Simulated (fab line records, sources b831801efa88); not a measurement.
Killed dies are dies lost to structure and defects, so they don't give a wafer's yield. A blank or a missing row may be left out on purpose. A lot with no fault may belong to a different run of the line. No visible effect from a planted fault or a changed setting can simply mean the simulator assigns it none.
Code-filled problem report in 8D (eight disciplines) form | flow sky130 | the parts of the form that need people (team, actions taken, sign-off) are left out

== 1. THE PROBLEM ==
oesProductAu at SKY_POLY_CUT_ETCH_10 reads a mean of 0.999 a.u. on 3 wafers of 3 lots; wafers without a fault read 0.855 a.u. with a standard deviation of 0.0044. That is +33 standard deviations from the usual mean.
The step: etches BARC in N2/H2, stops on SiO2, time 45.9 s, target depth 60 nm.
First observed at day 27 03:38: wafer L283.2, on rieDiel-04. At this step, 34 wafers from 12 lots have a number in the record. Rule for "out" (also "out of limits"): further than 4 standard deviations from the usual mean. Any other wafer with a number is counted as sound.

== 2. WHAT IT IS, AND WHAT IT ISN'T ==
question                    | is                       | is not
which readings at this step | oesProductAu, runLengthS | chamberPressureMTorr, drypumpMotorCurrentA, throttleValvePct
which lots                  | L283, L286, L287         | L278, L281, L282, L294, L295, L298, L299, L300, L301
which wafers of those lots  | L283.2, L286.4, L287.4   | L283.1, L283.3, L286.3, L287.6
read on which tools         | rieDiel-04               | rieDiel-02, rieDiel-03
when                        | from day 27 03:38        | up to then (11 sound wafers); but 20 sound wafers of L286, L287, L294, L295, L298, L299, L300, L301 came after

== 3. WHAT RULES OUT EACH SUSPECT ==
Counting: a tool at a process step up to the reading stays a suspect if it ran every lot that is out. Sound lots after the first of them don't rule it out here, since some wafers of a struck lot are sound.
- rieDiel-04 at SKY_POLY_CUT_ETCH_10 (etches BARC in N2/H2, stops on SiO2, time 45.9 s, target depth 60 nm): kept. Every lot that is out went through it, the first being L283 (day 27 03:38); the last sound lot it ran before that was L282 (day 26 07:17). Its own oesProductAu, runLengthS readings are out on those wafers.
Remaining after the count: rieDiel-04 at SKY_POLY_CUT_ETCH_10.

== 4. THE CAUSE (what the simulator had put in) ==
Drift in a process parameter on rieDiel-04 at SKY_POLY_CUT_ETCH_10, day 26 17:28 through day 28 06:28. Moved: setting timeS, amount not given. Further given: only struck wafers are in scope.
This tool alone remained once counting was done.

== 5. THE CHAIN OF EFFECTS, in route order ==
Rows list readings where the struck wafers' mean (over those with a number) sits beyond 3 standard deviations from the usual. Readings are gone through only where the record gives a usual standard deviation; hours: the median, over the lots, of the time from a lot's start at the first step in this table giving one to that lot's start at this step; sigmas: the change measured in usual standard deviations.
hours | step                  | reading              | usual      | on struck wafers | change | sigmas
0     | SKY_POLY_CUT_ETCH_10  | oesProductAu         | 0.855 a.u. | 0.999            | +0.144 | +33
0     | SKY_POLY_CUT_ETCH_10  | runLengthS           | 74.2 s     | 62.2             | -12.0  | -22
0     | SKY_POLY_CUT_STRIP_12 | stripTimeToEndpointS | 5.358 s    | 5.440            | +0.082 | +5.1
Process steps it contains:
- SKY_POLY_CUT_ETCH_10: etches BARC in N2/H2, stops on SiO2, time 45.9 s, target depth 60 nm.
- SKY_POLY_CUT_STRIP_12: strips in O2/N2.

== 6. HOW IT WOULD HAVE BEEN CAUGHT EARLIER ==
First out-of-limits reading in this record: day 27 03:38, which is 10 hours after fault onset at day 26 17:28.
